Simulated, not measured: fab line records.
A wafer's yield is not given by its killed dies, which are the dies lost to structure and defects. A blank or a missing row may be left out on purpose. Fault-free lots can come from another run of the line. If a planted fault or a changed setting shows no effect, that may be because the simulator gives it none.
Struck lot and sound lot, side by side :: flow sky130 :: 29 steps out of a route of 708
Sound: the wafers L518.1, L518.3, L518.4. Struck: wafers L528.1, L528.4, L528.5. At the end, the cause is stated.
Each step with rows lists, per side, the tool, then ch with its chambers, then its first start. Under that, the readings that differ: sound wafers :: struck wafers :: difference of the means :: sigmas: that difference in standard deviations of wafers without a fault.
alike: same words and numbers on both sides, and readings whose means sit less than 2 such deviations apart. not compared: any withheld reading, any reading some wafer has no value for, any bound like >300 that may hide the same value, and any number with overlapping values for which the record gives no deviation.
A row with sigmas, a row that says differs or no value, or rows on one side alone: a step with any of these is where the two part. Non-overlapping numbers with no deviation appear without sigmas and do not part them. A reading that every wafer of one side lacks parts them only if that side has two wafers or more.

first, 1 step without rows for these wafers: SKY_LDD_HVN_IMPLANT_08.
SKY_LDD_HVN_STRIP_09: strips in O2/N2.
  sound on plasmaAsher-01 ch 0,1, day 19 23:21; struck on plasmaAsher-03 ch 0, day 24 09:42
reading: oesProductAu (a.u.)
sound: 0.403 0.398 0.399
struck: 0.413 0.413 0.414
difference: +0.013
sigmas: +3
  alike: chamberPressureMTorr, drypumpMotorCurrentA, stripTimeToEndpointS
  not compared: rfHoursCounterH
SKY_LDD_HVN_TW_MEAS_10:
  sound on filmMetro-02, day 19 23:27; struck on filmMetro-03, day 24 09:48
reading: LDD_HVN_TW
sound: 1443 1437 1445
struck: 1474 1473 1469
difference: +30
sigmas: +2
then, 7 steps without rows for these wafers: SKY_LDD_HVP_DEHYDRATE_00 (time 60 s); SKY_LDD_HVP_HMDS_01 (prime time 60 s); SKY_LDD_HVP_COAT_02 (resist thk 300 nm); SKY_LDD_HVP_SOFTBAKE_03 (time 60 s); SKY_LDD_HVP_EXPOSE_04 (exposes mask HVPTM, target cd 700 nm); SKY_LDD_HVP_PEB_05; SKY_LDD_HVP_DEVELOP_06 (develop time 60 s).
SKY_LDD_HVP_OVL_MEAS_07:
  sound on overlay-01, day 21 06:37; struck on overlay-01, day 25 15:19
  alike: LDD_HVP_OVL
then, 1 step without rows for these wafers: SKY_LDD_HVP_IMPLANT_08.
SKY_LDD_HVP_STRIP_09: strips in O2/N2.
  sound on plasmaAsher-04 ch 0,1, day 21 06:48; struck on plasmaAsher-04 ch 0,1, day 25 15:30
  no value came back on the struck wafers for any of 5 readings (chamberPressureMTorr (mTorr), drypumpMotorCurrentA (A) and others); on the sound wafers chamberPressureMTorr (mTorr) reads 1500.2 1500.7 1498.6
reading: model.NOVOLAK_of_LDD_HVP_COAT_02.thkNm (nm)
sound: 0 0 0
struck: 300.3 299.1 300.2
difference: +299.9
sigmas: 
  not compared: rfHoursCounterH
SKY_LDD_HVP_TW_MEAS_10:
  sound on filmMetro-04, day 21 06:54; struck on filmMetro-02, day 25 15:36
  alike: LDD_HVP_TW
then, 7 steps without rows for these wafers: SKY_LDD_LDN_DEHYDRATE_00 (time 60 s); SKY_LDD_LDN_HMDS_01 (prime time 60 s); SKY_LDD_LDN_COAT_02 (resist thk 1140 nm); SKY_LDD_LDN_SOFTBAKE_03 (time 60 s); SKY_LDD_LDN_EXPOSE_04 (exposes mask LDNTM, target cd 700 nm); SKY_LDD_LDN_PEB_05; SKY_LDD_LDN_DEVELOP_06 (develop time 60 s).
SKY_LDD_LDN_OVL_MEAS_07:
  sound on overlay-01, day 22 13:22; struck on overlay-02, day 26 20:21
  alike: LDD_LDN_OVL
then, 4 steps without rows for these wafers: SKY_LDD_LDN_IMPLANT_08; SKY_LDD_LDN_IMPLANT_09; SKY_LDD_LDN_IMPLANT_10; SKY_LDD_LDN_IMPLANT_11.
SKY_LDD_LDN_STRIP_12: strips in O2/N2.
  sound on plasmaAsher-03 ch 0,1, day 22 13:59; struck on plasmaAsher-03 ch 1, day 26 21:17
reading: stripTimeToEndpointS (s)
sound: 14.19 14.12 14.13
struck: 18.80 18.77 18.79
difference: +4.64
sigmas: +99 or more
  alike: chamberPressureMTorr, drypumpMotorCurrentA, oesProductAu
  not compared: rfHoursCounterH
SKY_LDD_LDN_TW_MEAS_13:
  sound on filmMetro-03, day 22 14:05; struck on filmMetro-04, day 26 21:37
reading: LDD_LDN_TW
sound: 1511 1505 1504
struck: 30 30 30
difference: -1477
sigmas: -70
  not compared: hold
SKY_PAD_OPEN_PROBE_99:
  sound wafers here have rows in the record (prober-01, day 45 12:28); struck ones have none

## WHERE THEY PART
Earliest at SKY_LDD_HVN_STRIP_09; latest, in this record, at SKY_PAD_OPEN_PROBE_99.

WHY: whatever the simulator had introduced
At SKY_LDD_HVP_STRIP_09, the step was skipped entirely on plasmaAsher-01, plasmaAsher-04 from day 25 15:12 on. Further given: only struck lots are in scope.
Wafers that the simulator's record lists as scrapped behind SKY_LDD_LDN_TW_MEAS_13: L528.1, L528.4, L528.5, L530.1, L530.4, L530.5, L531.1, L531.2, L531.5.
